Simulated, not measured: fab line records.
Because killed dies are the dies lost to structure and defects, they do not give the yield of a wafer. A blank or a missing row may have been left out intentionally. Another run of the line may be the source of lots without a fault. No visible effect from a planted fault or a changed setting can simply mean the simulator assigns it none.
A lot that was struck, set against a sound lot || flow sky130 || 20 steps out of a route of 708
Sound: wafers L240.2, L240.3, L240.4. The struck wafers were L227.3, L227.4, L227.5. The cause is given at the end.
At each step with rows: each side's tool, then ch and its chambers, then its first start. Under that, the readings that differ: sound wafers || struck wafers || difference of the means || sigmas: that difference in standard deviations of wafers without a fault.
alike: words and numbers the same on both sides, and readings whose means are apart by under 2 such deviations; not compared: readings that were withheld, readings missing a value for some wafer, numbers with overlapping values and no deviation given by the record, and bounds like >300 which may hide the same value.
Wherever a step has rows on one side only, a row that says differs or no value, or a row with sigmas, the two part there. Numbers that have no deviation but don't overlap get no sigmas and don't part them. A reading that every wafer of one side lacks parts them only if that side has two wafers or more.

SKY_LDD_HVP_OVL_MEAS_07:
  struck on overlay-02, day 23 04:39; sound on overlay-02, day 27 08:59
  alike: LDD_HVP_OVL
then, 1 step without rows for these wafers: SKY_LDD_HVP_IMPLANT_08.
SKY_LDD_HVP_STRIP_09: strips in O2/N2.
  sound on plasma asher-04 ch 0,1, day 27 09:10; struck on plasma asher-02 ch 0,1, day 23 04:51
  alike: chamber pressure mTorr, drypump motor current A, oes product au, strip time to endpoint s
  not compared: rf hours counter h
SKY_LDD_HVP_TW_MEAS_10:
  struck on film metro-02, day 23 04:56; sound on film metro-04, day 27 09:16
  alike: LDD_HVP_TW
then, 7 steps without rows for these wafers: SKY_LDD_LDN_DEHYDRATE_00 (time 60 s); SKY_LDD_LDN_HMDS_01 (prime time 60 s); SKY_LDD_LDN_COAT_02 (resist thk 1140 nm); SKY_LDD_LDN_SOFTBAKE_03 (time 60 s); SKY_LDD_LDN_EXPOSE_04 (exposes mask LDNTM, target cd 700 nm); SKY_LDD_LDN_PEB_05; SKY_LDD_LDN_DEVELOP_06 (develop time 60 s).
SKY_LDD_LDN_OVL_MEAS_07:
  struck on overlay-01, day 24 10:53; sound on overlay-02, day 28 12:50
  alike: LDD_LDN_OVL
SKY_LDD_LDN_IMPLANT_08:
  sound on implanter-03 ch 0, day 28 12:53; struck on implanter-04 ch 0, day 24 11:16
then, 3 steps without rows for these wafers: SKY_LDD_LDN_IMPLANT_09; SKY_LDD_LDN_IMPLANT_10; SKY_LDD_LDN_IMPLANT_11.
SKY_LDD_LDN_STRIP_12: strips in O2/N2.
  sound on plasma asher-01 ch 0,1, day 28 13:28; struck on plasma asher-02 ch 0,1, day 24 11:51
{"reading": "drypump motor current A (A)", "sound": "6.1 6.3 6.1", "struck": "4.7 5.4 4.8", "difference": -1.2, "sigmas": -2}
  alike: chamber pressure mTorr, oes product au, strip time to endpoint s
  not compared: rf hours counter h
SKY_LDD_LDN_TW_MEAS_13:
  struck on film metro-03, day 24 11:56; sound on film metro-02, day 28 13:35
{"reading": "LDD_LDN_TW", "sound": "1463 1465 1464", "struck": "1584 1580 1583", "difference": "+118", "sigmas": "+7"}
then, 1 step without rows for these wafers: SKY_LDD_LDN_CLEAN_14 (cleans in SC1/SC2, time 150 s).
SKY_PAD_OPEN_PROBE_99:
  the record has rows for the sound wafers here (prober-02, day 49 19:11) and none for the struck ones

== WHERE THEY PART ==
Earliest at SKY_LDD_LDN_STRIP_12; latest, in this record, at SKY_PAD_OPEN_PROBE_99.

WHY: the cause the simulator had injected
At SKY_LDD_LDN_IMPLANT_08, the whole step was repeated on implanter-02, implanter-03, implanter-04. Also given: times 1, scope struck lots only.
